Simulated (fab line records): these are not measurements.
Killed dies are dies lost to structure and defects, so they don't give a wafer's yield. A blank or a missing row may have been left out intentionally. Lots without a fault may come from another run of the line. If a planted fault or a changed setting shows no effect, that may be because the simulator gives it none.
Split-lot trial || flow gf180mcu || on a route of 602 steps: 5 lots, 23 wafers read

== ABOUT THE SPLIT ==
At GF_V1_COAT_09 (resist thk 1000 nm), the setting resist_thk_nm was moved away from the recipe's 1000 nm on 7 of the 23 wafers read, by -4.8% to +2.5%. This setting was run at the recipe's value on the other wafers.

== FROM THE SPLIT TO THE READING: what the file shows between them, 4 steps ==
- GF_V1_SOFTBAKE_10: time 60 s
- GF_V1_EXPOSE_11: exposes mask Via1, target cd 260 nm
- GF_V1_ETCH_16: etches BARC in N2/H2
- GF_V1_ETCH_17: etches SiO2 in C4F8/O2/Ar, stops on TiN, target depth 630 nm

== THE READING ==
oes_product_au, in a.u., at GF_V1_STRIP_18 (strips in O2/N2). On this fab line, fault-free wafers typically give 0.592 a.u. with a standard deviation of 0.0046 a.u.

{"wafer": "L074.1", "tool, chamber at the split": "litho_track-04, 0", "resist_thk_nm as run, nm": 1022, "against the recipe": "+2.2%", "oes_product_au, a.u.": 0.608, "against lot-mates on the recipe": "+0.019"}
{"wafer": "L074.2", "tool, chamber at the split": "litho_track-04, 0", "resist_thk_nm as run, nm": 1022, "against the recipe": "+2.2%", "oes_product_au, a.u.": 0.606, "against lot-mates on the recipe": "+0.017"}
{"wafer": "L074.3", "tool, chamber at the split": "litho_track-04, 0", "resist_thk_nm as run, nm": 1000, "against the recipe": "recipe", "oes_product_au, a.u.": 0.588, "against lot-mates on the recipe": "-"}
{"wafer": "L074.4", "tool, chamber at the split": "litho_track-04, 0", "resist_thk_nm as run, nm": 1000, "against the recipe": "recipe", "oes_product_au, a.u.": 0.584, "against lot-mates on the recipe": "-"}
{"wafer": "L074.5", "tool, chamber at the split": "litho_track-04, 0", "resist_thk_nm as run, nm": 1000, "against the recipe": "recipe", "oes_product_au, a.u.": 0.596, "against lot-mates on the recipe": "-"}
{"wafer": "L075.2", "tool, chamber at the split": "litho_track-03, 0", "resist_thk_nm as run, nm": 1000, "against the recipe": "recipe", "oes_product_au, a.u.": 0.592, "against lot-mates on the recipe": "-"}
{"wafer": "L075.3", "tool, chamber at the split": "litho_track-03, 0", "resist_thk_nm as run, nm": 1000, "against the recipe": "recipe", "oes_product_au, a.u.": 0.589, "against lot-mates on the recipe": "-"}
{"wafer": "L075.4", "tool, chamber at the split": "litho_track-03, 0", "resist_thk_nm as run, nm": 1000, "against the recipe": "recipe", "oes_product_au, a.u.": 0.597, "against lot-mates on the recipe": "-"}
{"wafer": "L075.5", "tool, chamber at the split": "litho_track-03, 0", "resist_thk_nm as run, nm": 951.7, "against the recipe": "-4.8%", "oes_product_au, a.u.": 0.571, "against lot-mates on the recipe": -0.022}
{"wafer": "L075.6", "tool, chamber at the split": "litho_track-03, 0", "resist_thk_nm as run, nm": 951.7, "against the recipe": "-4.8%", "oes_product_au, a.u.": 0.565, "against lot-mates on the recipe": -0.028}
{"wafer": "L082.1", "tool, chamber at the split": "litho_track-04, 0", "resist_thk_nm as run, nm": 1000, "against the recipe": "recipe", "oes_product_au, a.u.": 0.586, "against lot-mates on the recipe": "-"}
{"wafer": "L082.2", "tool, chamber at the split": "litho_track-04, 0", "resist_thk_nm as run, nm": 1025, "against the recipe": "+2.5%", "oes_product_au, a.u.": 0.597, "against lot-mates on the recipe": "+0.008"}
{"wafer": "L082.3", "tool, chamber at the split": "litho_track-04, 0", "resist_thk_nm as run, nm": 1025, "against the recipe": "+2.5%", "oes_product_au, a.u.": 0.602, "against lot-mates on the recipe": "+0.013"}
{"wafer": "L082.4", "tool, chamber at the split": "litho_track-04, 0", "resist_thk_nm as run, nm": 1000, "against the recipe": "recipe", "oes_product_au, a.u.": 0.592, "against lot-mates on the recipe": "-"}
{"wafer": "L082.5", "tool, chamber at the split": "litho_track-04, 0", "resist_thk_nm as run, nm": 1025, "against the recipe": "+2.5%", "oes_product_au, a.u.": 0.601, "against lot-mates on the recipe": "+0.012"}
{"wafer": "L084.1", "tool, chamber at the split": "litho_track-01, 0", "resist_thk_nm as run, nm": 1000, "against the recipe": "recipe", "oes_product_au, a.u.": 0.601, "against lot-mates on the recipe": "-"}
{"wafer": "L084.2", "tool, chamber at the split": "litho_track-01, 0", "resist_thk_nm as run, nm": 1000, "against the recipe": "recipe", "oes_product_au, a.u.": 0.590, "against lot-mates on the recipe": "-"}
{"wafer": "L084.4", "tool, chamber at the split": "litho_track-01, 0", "resist_thk_nm as run, nm": 1000, "against the recipe": "recipe", "oes_product_au, a.u.": 0.594, "against lot-mates on the recipe": "-"}
{"wafer": "L084.5", "tool, chamber at the split": "litho_track-01, 0", "resist_thk_nm as run, nm": 1000, "against the recipe": "recipe", "oes_product_au, a.u.": 0.599, "against lot-mates on the recipe": "-"}
{"wafer": "L084.6", "tool, chamber at the split": "litho_track-01, 0", "resist_thk_nm as run, nm": 1000, "against the recipe": "recipe", "oes_product_au, a.u.": 0.594, "against lot-mates on the recipe": "-"}
{"wafer": "L085.1", "tool, chamber at the split": "litho_track-04, 0", "resist_thk_nm as run, nm": 1000, "against the recipe": "recipe", "oes_product_au, a.u.": 0.593, "against lot-mates on the recipe": "-"}
{"wafer": "L085.3", "tool, chamber at the split": "litho_track-04, 0", "resist_thk_nm as run, nm": 1000, "against the recipe": "recipe", "oes_product_au, a.u.": 0.594, "against lot-mates on the recipe": "-"}
{"wafer": "L085.5", "tool, chamber at the split": "litho_track-04, 0", "resist_thk_nm as run, nm": 1000, "against the recipe": "recipe", "oes_product_au, a.u.": 0.596, "against lot-mates on the recipe": "-"}

FIT RESULTS
A straight line over all 23 wafers: oes_product_au changes by +0.00475 a.u. for each +1% of resist_thk_nm; r = +0.89; the points scatter about the line by 0.0046 a.u.
The same after taking each lot's own level away (the mean of its wafers on the recipe; 23 wafers): +0.0053 a.u. for each +1%; r = +0.93; scatter 0.004 a.u.
On that fit, the largest move of resist_thk_nm shifts the reading by 0.026 a.u.
From 0.5890 to 0.5956 a.u.: that is the span of the lots' own levels, equal to 1.4 times the standard deviation above.
Thus the slope moves with the lot-to-lot level: the two fits are different.
Check: for one of the wafers moved furthest among these (-4.8%), held out of the fit, the line's prediction against its lot-mates is -0.0274 a.u. It came out at -0.0217 a.u. against them.

== FURTHER SPLITS ON THESE WAFERS ==
Before the reading, these wafers also passed through other splits. Each is held against what the fit with the lots' levels taken away leaves over:
{"other split on the same wafers": "GF_CONTACT_CMP_04 leave_above_ref_nm", "wafers away from the commonest value": 6, "r with oes_product_au (lot level and that fit taken away)": -0.05}
{"other split on the same wafers": "GF_CONTACT_PEB_12 peb_temp_c", "wafers away from the commonest value": 7, "r with oes_product_au (lot level and that fit taken away)": "+0.16"}
{"other split on the same wafers": "GF_CONTACT_ETCH_16 bias_w", "wafers away from the commonest value": 11, "r with oes_product_au (lot level and that fit taken away)": "+0.20"}
{"other split on the same wafers": "GF_CONTACT_CVD_24 temp_c", "wafers away from the commonest value": 8, "r with oes_product_au (lot level and that fit taken away)": "+0.03"}
{"other split on the same wafers": "GF_V1_CVD_00 sih4_flow_sccm", "wafers away from the commonest value": 10, "r with oes_product_au (lot level and that fit taken away)": -0.09}

== THE WHOLE CHAIN: every reading that the file lists as answering this split, in the file's order ==
{"step": "GF_V1_COAT_09", "what it does": "resist thk 1000 nm", "reading": "KrF_of_V1_COAT_09.thk_nm (the simulator's own value, which no gauge read)", "change (the file's fit)": "+9.82 nm for each +1% of the setting", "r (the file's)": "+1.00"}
{"step": "GF_V1_STRIP_18", "what it does": "strips in O2/N2", "reading": "oes_product_au", "change (the file's fit)": "+0.00539 a.u. for each +1% of the setting", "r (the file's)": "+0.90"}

== THE FILE'S OWN FIT ==
oes_product_au changes by +0.00539 a.u. for each +1% of resist_thk_nm, r = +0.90.
